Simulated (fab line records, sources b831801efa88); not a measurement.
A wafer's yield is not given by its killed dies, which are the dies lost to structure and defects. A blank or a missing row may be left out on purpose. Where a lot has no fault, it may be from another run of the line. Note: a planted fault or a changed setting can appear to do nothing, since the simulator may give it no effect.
fab line records | flow sky130 | part 1 of 2: steps 1 to 26 of 36
record: lots: 5 | wafers: 15 | last_day: 49
route steps=708 shown DNWELL@40 PWDE@45 NWELL@56
lots with no fault: from the same line, run without faults
start_h: hours from the record's opening day to when the first of the lot's shown wafers began | wait_h: how many hours have passed since the lot's step before this one | " repeats the value in the row above | L1.1+2: a single row standing in for several wafers | - no value, or no start given | * or withheld: withheld | < > ~ a bound
route shown NAME@n: NAME is a module with steps in the file, n the number in the route of the first one | usual: mean and standard deviation over wafers with no fault | same: alike in all rows | chamber/n: place in a boat | sites: readings site by site | _std_site: the values' standard deviation | _edge_site: inner sites' mean taken away from outer sites' mean | radius_mm: for every site, how far away it sits from the centre of the wafer | mask NAME#n: copy n | behind: the last tool/chamber to shape the wafer | hold: what put the lot on hold/how long, in hours/how the hold closed | device: the n, p or np transistor that did not switch | end of line: at the end of the route, the tests of the same wafers | a step without rows: its recipe alone | killed: count of dies lost to structure and defects at first sort (not the wafer's yield) | map: a wafer's dies, marking killed ones x, the rest . and places with no die _
set.NAME: the run value of the setting; set.NAME@STEP: its run value at that earlier step | model.NAME: the simulator's own value behind a step, which no gauge read
lots at some steps of the route; a table a step, a row a wafer
services: a tool's chamber out of use, with start hour (start_h, from the record's first day; less than 0 if before it), hours out, and reason
== steps ==
step: SKY_DNWELL_PEB_05
recipe: temp_c: 115 | time_s: withheld
usual: chill_plate_temp_C: 23.00/0.11
lot.wafer | tool           | chamber | start_h | wait_h | chill_plate_temp_C
L075.1    | litho_track-02 | 0       | -       | -      | 23.02
L075.3    | "              | 0       | "       | "      | 23.04
L075.6    | "              | 0       | "       | "      | 23.02
L078.1    | litho_track-03 | 0       | -       | -      | 23.01
L078.4    | "              | 0       | "       | "      | 23.10
L078.5    | "              | 0       | "       | "      | 23.06
L084.1    | litho_track-01 | 0       | -       | -      | 23.02
L084.2    | "              | 0       | "       | "      | 22.89
L084.4    | "              | 0       | "       | "      | 23.04
L089.1    | litho_track-02 | 0       | -       | -      | 23.17
L089.5    | "              | 0       | "       | "      | 22.92
L089.6    | "              | 0       | "       | "      | 23.26
L092.2    | litho_track-03 | 0       | -       | -      | 22.94
L092.4    | "              | 0       | "       | "      | 23.00
L092.6    | "              | 0       | "       | "      | 23.04
step: SKY_DNWELL_DEVELOP_06
recipe: wall_angle_deg: 90 | developer: TMAH | develop_time_s: 60 | dev_temp_c: 23
usual: chill_plate_temp_C: 23.02/0.11
lot.wafer | tool           | chamber | start_h | wait_h | chill_plate_temp_C
L075.1    | litho_track-02 | 0       | -       | -      | 23.27
L075.3    | "              | 0       | "       | "      | 23.16
L075.6    | "              | 0       | "       | "      | 23.07
L078.1    | litho_track-03 | 0       | -       | -      | 23.04
L078.4    | "              | 0       | "       | "      | 23.00
L078.5    | "              | 0       | "       | "      | 23.07
L084.1    | litho_track-01 | 0       | -       | -      | 22.94
L084.2    | "              | 0       | "       | "      | 22.94
L084.4    | "              | 0       | "       | "      | 22.94
L089.1    | litho_track-02 | 0       | -       | -      | 22.89
L089.5    | "              | 0       | "       | "      | 22.99
L089.6    | "              | 0       | "       | "      | 22.96
L092.2    | litho_track-03 | 0       | -       | -      | 23.09
L092.4    | "              | 0       | "       | "      | 23.03
L092.6    | "              | 0       | "       | "      | 23.24
step: SKY_DNWELL_IMPLANT_07
recipe: species: P | energy_kev: withheld | dose_cm2: withheld | tilt_deg: withheld
lot.wafer  | tool         | chamber | start_h | wait_h
L075.1+3+6 | implanter-03 | 0       | 56.80   | -
L078.1+4+5 | implanter-02 | 0       | 75.04   | -
L084.1+2+4 | implanter-03 | 0       | 112.58  | -
L089.1+5+6 | implanter-04 | 0       | 135.00  | -
L092.2+4+6 | implanter-04 | 0       | 152.56  | -
step: SKY_DNWELL_STRIP_08
recipe: chemistry: O2/N2 | power_w: 1400 | pressure_mtorr: 1500 | platen_temp_c: withheld | o2_flow_sccm: 3000 | n2_flow_sccm: 300 | overash_fraction: 0.5
usual: drypump_motor_current_A: 5.5/0.38 | n2_flow_sccm: 300.0/0.89 | oes_product_au: 0.723/0.0045 | strip_time_to_endpoint_s: 36.90/0.1
lot.wafer | tool            | chamber | start_h | wait_h | drypump_motor_current_A | n2_flow_sccm | oes_product_au | rf_hours_counter_h | strip_time_to_endpoint_s
L075.1    | plasma_asher-01 | 1       | 56.95   | 0.1    | 5.8                     | 300.5        | 0.728          | 38                 | 36.96
L075.3    | "               | 0       | "       | "      | 5.3                     | 300.5        | 0.725          | -                  | 36.98
L075.6    | "               | 0       | "       | "      | 5.3                     | 298.3        | 0.726          | -                  | 37.06
L078.1    | plasma_asher-02 | 1       | 75.19   | 0.1    | 4.9                     | 300.8        | 0.716          | 39                 | 36.88
L078.4    | "               | 0       | "       | "      | 5.0                     | 300.3        | 0.714          | -                  | 36.89
L078.5    | "               | 1       | "       | "      | 4.9                     | 300.0        | 0.722          | -                  | 36.84
L084.1    | plasma_asher-02 | 0       | 112.73  | 0.1    | 5.1                     | 300.7        | 0.725          | 43                 | 36.88
L084.2    | "               | 1       | "       | "      | 4.9                     | 301.0        | 0.721          | 43                 | 36.83
L084.4    | "               | 0       | "       | "      | 5.1                     | 298.6        | 0.718          | -                  | 36.73
L089.1    | plasma_asher-02 | 1       | 135.15  | 0.1    | 4.9                     | 299.6        | 0.727          | 46                 | 36.87
L089.5    | "               | 1       | "       | "      | 4.9                     | 297.4        | 0.719          | -                  | 36.88
L089.6    | "               | 0       | "       | "      | 5.0                     | 299.8        | 0.719          | -                  | 36.91
L092.2    | plasma_asher-01 | 0       | 152.69  | 0.1    | 5.3                     | 299.6        | 0.719          | 3                  | 36.92
L092.4    | "               | 1       | "       | "      | 5.8                     | 301.3        | 0.729          | -                  | 36.81
L092.6    | "               | 1       | "       | "      | 5.8                     | 299.6        | 0.722          | -                  | 36.87
step: SKY_DNWELL_TW_MEAS_09
usual: DNWELL_TW: 1115/8.4
lot.wafer | tool          | chamber | start_h | wait_h | DNWELL_TW
L075.1    | film_metro-01 | -       | 57.05   | 0.1    | 1127
L075.3    | "             | -       | "       | "      | 1123
L075.6    | "             | -       | "       | "      | 1127
L078.1    | film_metro-02 | -       | 75.29   | 0.1    | 1118
L078.4    | "             | -       | "       | "      | 1118
L078.5    | "             | -       | "       | "      | 1113
L084.1    | film_metro-03 | -       | 112.83  | 0.1    | 1126
L084.2    | "             | -       | "       | "      | 1121
L084.4    | "             | -       | "       | "      | 1128
L089.1    | film_metro-01 | -       | 135.25  | 0.1    | 1117
L089.5    | "             | -       | "       | "      | 1116
L089.6    | "             | -       | "       | "      | 1115
L092.2    | film_metro-02 | -       | 152.80  | 0.1    | 1106
L092.4    | "             | -       | "       | "      | 1099
L092.6    | "             | -       | "       | "      | 1102
step: SKY_PWDE_DEHYDRATE_00
recipe: temp_c: 200 | time_s: 60
usual: chill_plate_temp_C: 22.97/0.12
same: time_s: 60
lot.wafer | tool           | chamber | start_h | wait_h | chill_plate_temp_C
L075.1    | litho_track-04 | 0       | 64.26   | 7.2    | 22.93
L075.3    | "              | 0       | "       | "      | 22.92
L075.6    | "              | 0       | "       | "      | 23.04
L078.1    | litho_track-01 | 0       | 82.53   | 7.2    | 22.96
L078.4    | "              | 0       | "       | "      | 22.89
L078.5    | "              | 0       | "       | "      | 22.85
L084.1    | litho_track-04 | 0       | 121.26  | 8.4    | 23.09
L084.2    | "              | 0       | "       | "      | 23.11
L084.4    | "              | 0       | "       | "      | 22.90
L089.1    | litho_track-03 | 0       | 144.49  | 9.2    | 22.91
L089.5    | "              | 0       | "       | "      | 22.95
L089.6    | "              | 0       | "       | "      | 22.75
L092.2    | litho_track-03 | 0       | 162.11  | 9.3    | 22.86
L092.4    | "              | 0       | "       | "      | 22.93
L092.6    | "              | 0       | "       | "      | 23.07
step: SKY_PWDE_HMDS_01
recipe: prime_time_s: 60 | prime_temp_c: 120
usual: chill_plate_temp_C: 23.00/0.099
lot.wafer | tool           | chamber | start_h | wait_h | chill_plate_temp_C
L075.1    | litho_track-04 | 0       | 64.41   | 0.1    | 22.99
L075.3    | "              | 0       | "       | "      | 23.02
L075.6    | "              | 0       | "       | "      | 23.08
L078.1    | litho_track-01 | 0       | 82.68   | 0.1    | 23.06
L078.4    | "              | 0       | "       | "      | 22.91
L078.5    | "              | 0       | "       | "      | 23.18
L084.1    | litho_track-04 | 0       | 121.41  | 0.1    | 23.27
L084.2    | "              | 0       | "       | "      | 22.95
L084.4    | "              | 0       | "       | "      | 23.06
L089.1    | litho_track-03 | 0       | 144.64  | 0.1    | 22.99
L089.5    | "              | 0       | "       | "      | 22.92
L089.6    | "              | 0       | "       | "      | 23.08
L092.2    | litho_track-03 | 0       | 162.26  | 0.1    | 22.92
L092.4    | "              | 0       | "       | "      | 23.09
L092.6    | "              | 0       | "       | "      | 23.05
step: SKY_PWDE_COAT_02
recipe: spin_rpm: 2000 | resist_thk_nm: 3000
usual: chill_plate_temp_C: 23.01/0.11
lot.wafer | tool           | chamber | start_h | wait_h | chill_plate_temp_C
L075.1    | litho_track-04 | 0       | 64.56   | 0.1    | 22.95
L075.3    | "              | 0       | "       | "      | 23.01
L075.6    | "              | 0       | "       | "      | 22.98
L078.1    | litho_track-01 | 0       | 82.83   | 0.1    | 22.96
L078.4    | "              | 0       | "       | "      | 23.09
L078.5    | "              | 0       | "       | "      | 23.10
L084.1    | litho_track-04 | 0       | 121.56  | 0.1    | 23.03
L084.2    | "              | 0       | "       | "      | 23.02
L084.4    | "              | 0       | "       | "      | 23.04
L089.1    | litho_track-03 | 0       | 144.79  | 0.1    | 22.84
L089.5    | "              | 0       | "       | "      | 23.01
L089.6    | "              | 0       | "       | "      | 23.03
L092.2    | litho_track-03 | 0       | 162.41  | 0.1    | 23.08
L092.4    | "              | 0       | "       | "      | 23.10
L092.6    | "              | 0       | "       | "      | 23.08
step: SKY_PWDE_SOFTBAKE_03
recipe: temp_c: 110 | time_s: withheld
usual: chill_plate_temp_C: 23.00/0.11
lot.wafer | tool           | chamber | start_h | wait_h | chill_plate_temp_C
L075.1    | litho_track-04 | 0       | 64.71   | 0.1    | 23.01
L075.3    | "              | 0       | "       | "      | 23.06
L075.6    | "              | 0       | "       | "      | 22.95
L078.1    | litho_track-01 | 0       | 82.98   | 0.1    | 22.91
L078.4    | "              | 0       | "       | "      | 22.68
L078.5    | "              | 0       | "       | "      | 23.11
L084.1    | litho_track-04 | 0       | 121.71  | 0.1    | 23.17
L084.2    | "              | 0       | "       | "      | 22.96
L084.4    | "              | 0       | "       | "      | 23.09
L089.1    | litho_track-03 | 0       | 144.94  | 0.1    | 23.15
L089.5    | "              | 0       | "       | "      | 23.13
L089.6    | "              | 0       | "       | "      | 22.77
L092.2    | litho_track-03 | 0       | 162.57  | 0.1    | 22.88
L092.4    | "              | 0       | "       | "      | 22.91
L092.6    | "              | 0       | "       | "      | 22.77
step: SKY_PWDE_EXPOSE_04
recipe: mask_id: PWDEM | na: 0.6 | source_shape: conventional | sigma_outer: 0.6 | polarization: unpolarized | target_cd_nm: 840 | dose_mj: 214
lot.wafer  | tool             | chamber | start_h | wait_h | mask
L075.1+3+6 | iline_stepper-02 | 0       | -       | -      | PWDEM#0
L078.1+4+5 | iline_stepper-02 | 0       | -       | -      | PWDEM#0
L084.1+2+4 | iline_stepper-01 | 0       | -       | -      | PWDEM#0
L089.1+5+6 | iline_stepper-02 | 0       | -       | -      | PWDEM#0
L092.2+4+6 | iline_stepper-02 | 0       | -       | -      | PWDEM#0
step: SKY_PWDE_PEB_05
recipe: temp_c: 115 | time_s: withheld
usual: chill_plate_temp_C: 23.03/0.11
lot.wafer | tool           | chamber | start_h | wait_h | chill_plate_temp_C
L075.1    | litho_track-01 | 0       | -       | -      | 23.08
L075.3    | "              | 0       | "       | "      | 22.90
L075.6    | "              | 0       | "       | "      | 23.11
L078.1    | litho_track-01 | 0       | -       | -      | 22.99
L078.4    | "              | 0       | "       | "      | 22.91
L078.5    | "              | 0       | "       | "      | 23.04
L084.1    | litho_track-03 | 0       | -       | -      | 22.99
L084.2    | "              | 0       | "       | "      | 23.09
L084.4    | "              | 0       | "       | "      | 22.98
L089.1    | litho_track-01 | 0       | -       | -      | 23.06
L089.5    | "              | 0       | "       | "      | 23.02
L089.6    | "              | 0       | "       | "      | 23.05
L092.2    | litho_track-01 | 0       | -       | -      | 23.24
L092.4    | "              | 0       | "       | "      | 23.00
L092.6    | "              | 0       | "       | "      | 23.16
step: SKY_PWDE_DEVELOP_06
recipe: wall_angle_deg: 90 | developer: TMAH | develop_time_s: 60 | dev_temp_c: 23
usual: chill_plate_temp_C: 23.03/0.1
lot.wafer | tool           | chamber | start_h | wait_h | chill_plate_temp_C
L075.1    | litho_track-01 | 0       | -       | -      | 22.95
L075.3    | "              | 0       | "       | "      | 22.99
L075.6    | "              | 0       | "       | "      | 23.00
L078.1    | litho_track-01 | 0       | -       | -      | 23.16
L078.4    | "              | 0       | "       | "      | 22.96
L078.5    | "              | 0       | "       | "      | 22.95
L084.1    | litho_track-03 | 0       | -       | -      | 23.06
L084.2    | "              | 0       | "       | "      | 22.92
L084.4    | "              | 0       | "       | "      | 23.13
L089.1    | litho_track-01 | 0       | -       | -      | 22.95
L089.5    | "              | 0       | "       | "      | 22.81
L089.6    | "              | 0       | "       | "      | 23.08
L092.2    | litho_track-01 | 0       | -       | -      | 23.07
L092.4    | "              | 0       | "       | "      | 23.15
L092.6    | "              | 0       | "       | "      | 23.29
step: SKY_PWDE_OVL_MEAS_07
usual: PWDE_OVL: -1.3/1.4
lot.wafer | tool       | chamber | start_h | wait_h | PWDE_OVL[nm]
L075.1    | overlay-02 | -       | 73.13   | -      | -2.6
L075.3    | "          | -       | "       | "      | -3.3
L075.6    | "          | -       | "       | "      | -1.9
L078.1    | overlay-01 | -       | 90.38   | -      | -0.5
L078.4    | "          | -       | "       | "      | -0.9
L078.5    | "          | -       | "       | "      | 0.9
L084.1    | overlay-02 | -       | 130.89  | -      | -0.8
L084.2    | "          | -       | "       | "      | 0.6
L084.4    | "          | -       | "       | "      | 1.6
L089.1    | overlay-01 | -       | 154.73  | -      | -1.8
L089.5    | "          | -       | "       | "      | -0.7
L089.6    | "          | -       | "       | "      | -3.7
L092.2    | overlay-01 | -       | 172.39  | -      | -1.6
L092.4    | "          | -       | "       | "      | -1.5
L092.6    | "          | -       | "       | "      | -1.2
step: SKY_PWDE_IMPLANT_08
recipe: species: B | energy_kev: 152.6 | dose_cm2: 3.6e+12 | tilt_deg: withheld
usual: dose_ions_cm2: 3.6e+12/3.7e+09
lot.wafer | tool         | chamber | start_h | wait_h | dose_ions_cm2
L075.1    | implanter-01 | 0       | 73.17   | 0.0    | 3.599e+12
L075.3    | "            | 0       | "       | "      | 3.601e+12
L075.6    | "            | 0       | "       | "      | 3.597e+12
L078.1    | implanter-02 | 0       | 90.42   | 0.0    | 3.603e+12
L078.4    | "            | 0       | "       | "      | 3.599e+12
L078.5    | "            | 0       | "       | "      | 3.602e+12
L084.1    | implanter-03 | 0       | 130.92  | 0.0    | 3.595e+12
L084.2    | "            | 0       | "       | "      | 3.603e+12
L084.4    | "            | 0       | "       | "      | 3.602e+12
L089.1    | implanter-03 | 0       | 154.77  | 0.0    | 3.594e+12
L089.5    | "            | 0       | "       | "      | 3.599e+12
L089.6    | "            | 0       | "       | "      | 3.597e+12
L092.2    | implanter-02 | 0       | 172.44  | 0.0    | 3.605e+12
L092.4    | "            | 0       | "       | "      | 3.606e+12
L092.6    | "            | 0       | "       | "      | 3.605e+12
step: SKY_PWDE_STRIP_09
recipe: chemistry: O2/N2 | power_w: 1400 | pressure_mtorr: 1500 | platen_temp_c: withheld | o2_flow_sccm: 3000 | n2_flow_sccm: 300 | overash_fraction: 0.5
usual: drypump_motor_current_A: 5.6/0.37 | n2_flow_sccm: 300.0/0.88 | oes_product_au: 0.723/0.0048 | strip_time_to_endpoint_s: 36.87/0.12
lot.wafer | tool            | chamber | start_h | wait_h | drypump_motor_current_A | n2_flow_sccm | oes_product_au | rf_hours_counter_h | strip_time_to_endpoint_s
L075.1    | plasma_asher-04 | 0       | 73.32   | 0.1    | 4.9                     | 300.2        | 0.716          | 25                 | 36.76
L075.3    | "               | 0       | "       | "      | 4.9                     | 300.6        | 0.725          | -                  | 36.78
L075.6    | "               | 1       | "       | "      | 5.9                     | 300.3        | 0.720          | -                  | 36.70
L078.1    | plasma_asher-01 | 0       | 90.57   | 0.1    | 5.3                     | 302.0        | 0.724          | 41                 | 36.89
L078.4    | "               | 1       | "       | "      | 5.9                     | 299.6        | 0.719          | -                  | 36.87
L078.5    | "               | 1       | "       | "      | 5.9                     | 299.7        | 0.724          | -                  | 36.85
L084.1    | plasma_asher-01 | 1       | 131.07  | 0.1    | 5.8                     | 301.0        | 0.727          | 1                  | 36.87
L084.2    | "               | 0       | "       | "      | 5.3                     | 300.5        | 0.719          | 1                  | 36.75
L084.4    | "               | 1       | "       | "      | 5.8                     | 300.2        | 0.718          | -                  | 36.67
L089.1    | plasma_asher-03 | 0       | 154.92  | 0.1    | 5.8                     | 298.6        | 0.727          | 48                 | 36.88
L089.5    | "               | 0       | "       | "      | 5.8                     | 299.2        | 0.726          | -                  | 36.77
L089.6    | "               | 1       | "       | "      | 6.0                     | 299.0        | 0.717          | -                  | 36.86
L092.2    | plasma_asher-04 | 0       | 172.57  | 0.1    | 5.0                     | 301.1        | 0.721          | 35                 | 36.85
L092.4    | "               | 1       | "       | "      | 5.9                     | 300.8        | 0.728          | -                  | 36.80
L092.6    | "               | 0       | "       | "      | 5.0                     | 299.8        | 0.721          | -                  | 36.84
step: SKY_PWDE_TW_MEAS_10
usual: PWDE_TW: 374.5/2.1
lot.wafer | tool          | chamber | start_h | wait_h | PWDE_TW
L075.1    | film_metro-01 | -       | 73.42   | 0.1    | 371.5
L075.3    | "             | -       | "       | "      | 373.2
L075.6    | "             | -       | "       | "      | 374.3
L078.1    | film_metro-02 | -       | 90.71   | 0.1    | 374.7
L078.4    | "             | -       | "       | "      | 373.9
L078.5    | "             | -       | "       | "      | 374.9
L084.1    | film_metro-02 | -       | 131.17  | 0.1    | 371.8
L084.2    | "             | -       | "       | "      | 372.5
L084.4    | "             | -       | "       | "      | 373.1
L089.1    | film_metro-01 | -       | 155.02  | 0.1    | 372.4
L089.5    | "             | -       | "       | "      | 374.6
L089.6    | "             | -       | "       | "      | 373.8
L092.2    | film_metro-01 | -       | 172.68  | 0.1    | 375.4
L092.4    | "             | -       | "       | "      | 377.2
L092.6    | "             | -       | "       | "      | 373.7
step: SKY_NWELL_DEHYDRATE_03
recipe: temp_c: 200 | time_s: 60
usual: chill_plate_temp_C: 23.00/0.11
same: time_s: 60
lot.wafer | tool           | chamber | start_h | wait_h | chill_plate_temp_C
L075.1    | litho_track-01 | 0       | 81.23   | 7.8    | 22.99
L075.3    | "              | 0       | "       | "      | 23.20
L075.6    | "              | 0       | "       | "      | 23.08
L078.1    | litho_track-04 | 0       | 98.76   | 8.0    | 23.16
L078.4    | "              | 0       | "       | "      | 23.11
L078.5    | "              | 0       | "       | "      | 23.09
L084.1    | litho_track-01 | 0       | 140.83  | 9.6    | 22.86
L084.2    | "              | 0       | "       | "      | 23.04
L084.4    | "              | 0       | "       | "      | 22.98
L089.1    | litho_track-02 | 0       | 164.40  | 9.4    | 23.03
L089.5    | "              | 0       | "       | "      | 22.94
L089.6    | "              | 0       | "       | "      | 22.94
L092.2    | litho_track-01 | 0       | 181.91  | 9.2    | 23.30
L092.4    | "              | 0       | "       | "      | 23.02
L092.6    | "              | 0       | "       | "      | 23.27
step: SKY_NWELL_HMDS_04
recipe: prime_time_s: 60 | prime_temp_c: 120
usual: chill_plate_temp_C: 23.01/0.11
lot.wafer | tool           | chamber | start_h | wait_h | chill_plate_temp_C
L075.1    | litho_track-01 | 0       | 81.38   | 0.1    | 23.02
L075.3    | "              | 0       | "       | "      | 23.05
L075.6    | "              | 0       | "       | "      | 23.10
L078.1    | litho_track-04 | 0       | 98.91   | 0.1    | 23.09
L078.4    | "              | 0       | "       | "      | 22.99
L078.5    | "              | 0       | "       | "      | 22.97
L084.1    | litho_track-01 | 0       | 140.98  | 0.1    | 22.96
L084.2    | "              | 0       | "       | "      | 22.98
L084.4    | "              | 0       | "       | "      | 23.06
L089.1    | litho_track-02 | 0       | 164.55  | 0.1    | 23.09
L089.5    | "              | 0       | "       | "      | 22.97
L089.6    | "              | 0       | "       | "      | 22.89
L092.2    | litho_track-01 | 0       | 182.06  | 0.1    | 22.99
L092.4    | "              | 0       | "       | "      | 23.04
L092.6    | "              | 0       | "       | "      | 22.95
step: SKY_NWELL_COAT_05
recipe: spin_rpm: 2000 | resist_thk_nm: 3000
usual: chill_plate_temp_C: 22.99/0.098
lot.wafer | tool           | chamber | start_h | wait_h | chill_plate_temp_C
L075.1    | litho_track-01 | 0       | 81.53   | 0.1    | 23.03
L075.3    | "              | 0       | "       | "      | 23.13
L075.6    | "              | 0       | "       | "      | 23.23
L078.1    | litho_track-04 | 0       | 99.06   | 0.1    | 23.00
L078.4    | "              | 0       | "       | "      | 23.08
L078.5    | "              | 0       | "       | "      | 22.88
L084.1    | litho_track-01 | 0       | 141.13  | 0.1    | 22.88
L084.2    | "              | 0       | "       | "      | 22.94
L084.4    | "              | 0       | "       | "      | 22.99
L089.1    | litho_track-02 | 0       | 164.70  | 0.1    | 22.85
L089.5    | "              | 0       | "       | "      | 22.82
L089.6    | "              | 0       | "       | "      | 22.88
L092.2    | litho_track-01 | 0       | 182.21  | 0.1    | 22.96
L092.4    | "              | 0       | "       | "      | 22.89
L092.6    | "              | 0       | "       | "      | 22.99
step: SKY_NWELL_SOFTBAKE_06
recipe: temp_c: 110 | time_s: withheld
usual: chill_plate_temp_C: 23.01/0.11
lot.wafer | tool           | chamber | start_h | wait_h | chill_plate_temp_C
L075.1    | litho_track-01 | 0       | 81.68   | 0.1    | 23.00
L075.3    | "              | 0       | "       | "      | 22.84
L075.6    | "              | 0       | "       | "      | 22.86
L078.1    | litho_track-04 | 0       | 99.21   | 0.1    | 22.99
L078.4    | "              | 0       | "       | "      | 23.12
L078.5    | "              | 0       | "       | "      | 22.97
L084.1    | litho_track-01 | 0       | 141.28  | 0.1    | 22.92
L084.2    | "              | 0       | "       | "      | 23.13
L084.4    | "              | 0       | "       | "      | 22.90
L089.1    | litho_track-02 | 0       | 164.85  | 0.1    | 22.78
L089.5    | "              | 0       | "       | "      | 22.95
L089.6    | "              | 0       | "       | "      | 22.89
L092.2    | litho_track-01 | 0       | 182.37  | 0.1    | 22.87
L092.4    | "              | 0       | "       | "      | 23.04
L092.6    | "              | 0       | "       | "      | 23.16
step: SKY_NWELL_EXPOSE_07
recipe: mask_id: NWM | na: 0.6 | source_shape: conventional | sigma_outer: 0.6 | polarization: unpolarized | target_cd_nm: 840 | dose_mj: 255
lot.wafer  | tool             | chamber | start_h | wait_h | mask
L075.1+3+6 | iline_stepper-02 | 0       | -       | -      | NWM#0
L078.1+4+5 | iline_stepper-02 | 0       | -       | -      | NWM#0
L084.1+2+4 | iline_stepper-02 | 0       | -       | -      | NWM#0
L089.1+5+6 | iline_stepper-01 | 0       | -       | -      | NWM#0
L092.2+4+6 | iline_stepper-02 | 0       | -       | -      | NWM#0
step: SKY_NWELL_PEB_08
recipe: temp_c: 115 | time_s: withheld
usual: chill_plate_temp_C: 23.01/0.1
lot.wafer | tool           | chamber | start_h | wait_h | chill_plate_temp_C
L075.1    | litho_track-02 | 0       | -       | -      | 22.95
L075.3    | "              | 0       | "       | "      | 22.92
L075.6    | "              | 0       | "       | "      | 22.98
L078.1    | litho_track-04 | 0       | -       | -      | 22.92
L078.4    | "              | 0       | "       | "      | 22.97
L078.5    | "              | 0       | "       | "      | 22.98
L084.1    | litho_track-01 | 0       | -       | -      | 23.04
L084.2    | "              | 0       | "       | "      | 23.00
L084.4    | "              | 0       | "       | "      | 22.87
L089.1    | litho_track-02 | 0       | -       | -      | 22.87
L089.5    | "              | 0       | "       | "      | 22.95
L089.6    | "              | 0       | "       | "      | 22.85
L092.2    | litho_track-02 | 0       | -       | -      | 22.83
L092.4    | "              | 0       | "       | "      | 22.82
L092.6    | "              | 0       | "       | "      | 23.02
step: SKY_NWELL_DEVELOP_09
recipe: wall_angle_deg: 90 | developer: TMAH | develop_time_s: 60 | dev_temp_c: 23
usual: chill_plate_temp_C: 23.00/0.1
lot.wafer | tool           | chamber | start_h | wait_h | chill_plate_temp_C
L075.1    | litho_track-02 | 0       | -       | -      | 22.98
L075.3    | "              | 0       | "       | "      | 23.19
L075.6    | "              | 0       | "       | "      | 22.96
L078.1    | litho_track-04 | 0       | -       | -      | 22.92
L078.4    | "              | 0       | "       | "      | 23.11
L078.5    | "              | 0       | "       | "      | 22.96
L084.1    | litho_track-01 | 0       | -       | -      | 22.98
L084.2    | "              | 0       | "       | "      | 22.75
L084.4    | "              | 0       | "       | "      | 22.97
L089.1    | litho_track-02 | 0       | -       | -      | 22.95
L089.5    | "              | 0       | "       | "      | 23.04
L089.6    | "              | 0       | "       | "      | 23.15
L092.2    | litho_track-02 | 0       | -       | -      | 23.18
L092.4    | "              | 0       | "       | "      | 22.97
L092.6    | "              | 0       | "       | "      | 23.01
step: SKY_NWELL_OVL_MEAS_10
usual: NWELL_00_OVL: -0.6/1.4
lot.wafer | tool       | chamber | start_h | wait_h | NWELL_00_OVL[nm]
L075.1    | overlay-02 | -       | 89.95   | -      | -0.5
L075.3    | "          | -       | "       | "      | -0.9
L075.6    | "          | -       | "       | "      | -0.7
L078.1    | overlay-02 | -       | 107.41  | -      | -1.2
L078.4    | "          | -       | "       | "      | -2.5
L078.5    | "          | -       | "       | "      | -1.1
L084.1    | overlay-02 | -       | 150.93  | -      | -0.6
L084.2    | "          | -       | "       | "      | 1.0
L084.4    | "          | -       | "       | "      | -0.7
L089.1    | overlay-02 | -       | 174.60  | -      | 1.2
L089.5    | "          | -       | "       | "      | 0.9
L089.6    | "          | -       | "       | "      | 0.0
L092.2    | overlay-01 | -       | 192.81  | -      | 0.3
L092.4    | "          | -       | "       | "      | 0.7
L092.6    | "          | -       | "       | "      | 1.5
step: SKY_NWELL_IMPLANT_11
recipe: species: P | energy_kev: 400 | dose_cm2: 1.9e+13 | tilt_deg: withheld
usual: dose_ions_cm2: 1.9e+13/2.2e+10
lot.wafer | tool         | chamber | start_h | wait_h | dose_ions_cm2
L075.1    | implanter-03 | 0       | 89.99   | 0.0    | 1.9017e+13
L075.3    | "            | 0       | "       | "      | 1.8974e+13
L075.6    | "            | 0       | "       | "      | 1.9004e+13
L078.1    | implanter-01 | 0       | 107.44  | 0.0    | 1.9e+13
L078.4    | "            | 0       | "       | "      | 1.8993e+13
L078.5    | "            | 0       | "       | "      | 1.9013e+13
L084.1    | implanter-04 | 0       | 150.97  | 0.0    | 1.9028e+13
L084.2    | "            | 0       | "       | "      | 1.8995e+13
L084.4    | "            | 0       | "       | "      | 1.8978e+13
L089.1    | implanter-03 | 0       | 174.64  | 0.0    | 1.9005e+13
L089.5    | "            | 0       | "       | "      | 1.9006e+13
L089.6    | "            | 0       | "       | "      | 1.8979e+13
L092.2    | implanter-01 | 0       | 192.86  | 0.0    | 1.9009e+13
L092.4    | "            | 0       | "       | "      | 1.9011e+13
L092.6    | "            | 0       | "       | "      | 1.9019e+13
step: SKY_NWELL_IMPLANT_12
recipe: species: P | energy_kev: 120 | dose_cm2: 1.3e+12 | tilt_deg: withheld
usual: dose_ions_cm2: 1.3001e+12/1.5e+09
lot.wafer | tool         | chamber | start_h | wait_h | dose_ions_cm2
L075.1    | implanter-03 | 0       | 90.14   | 0.1    | 1.2997e+12
L075.3    | "            | 0       | "       | "      | 1.2987e+12
L075.6    | "            | 0       | "       | "      | 1.302e+12
L078.1    | implanter-01 | 0       | 107.59  | 0.1    | 1.3005e+12
L078.4    | "            | 0       | "       | "      | 1.3013e+12
L078.5    | "            | 0       | "       | "      | 1.299e+12
L084.1    | implanter-04 | 0       | 151.12  | 0.1    | 1.2998e+12
L084.2    | "            | 0       | "       | "      | 1.3015e+12
L084.4    | "            | 0       | "       | "      | 1.3024e+12
L089.1    | implanter-03 | 0       | 174.79  | 0.1    | 1.2993e+12
L089.5    | "            | 0       | "       | "      | 1.3018e+12
L089.6    | "            | 0       | "       | "      | 1.2991e+12
L092.2    | implanter-01 | 0       | 193.01  | 0.1    | 1.2983e+12
L092.4    | "            | 0       | "       | "      | 1.2978e+12
L092.6    | "            | 0       | "       | "      | 1.301e+12
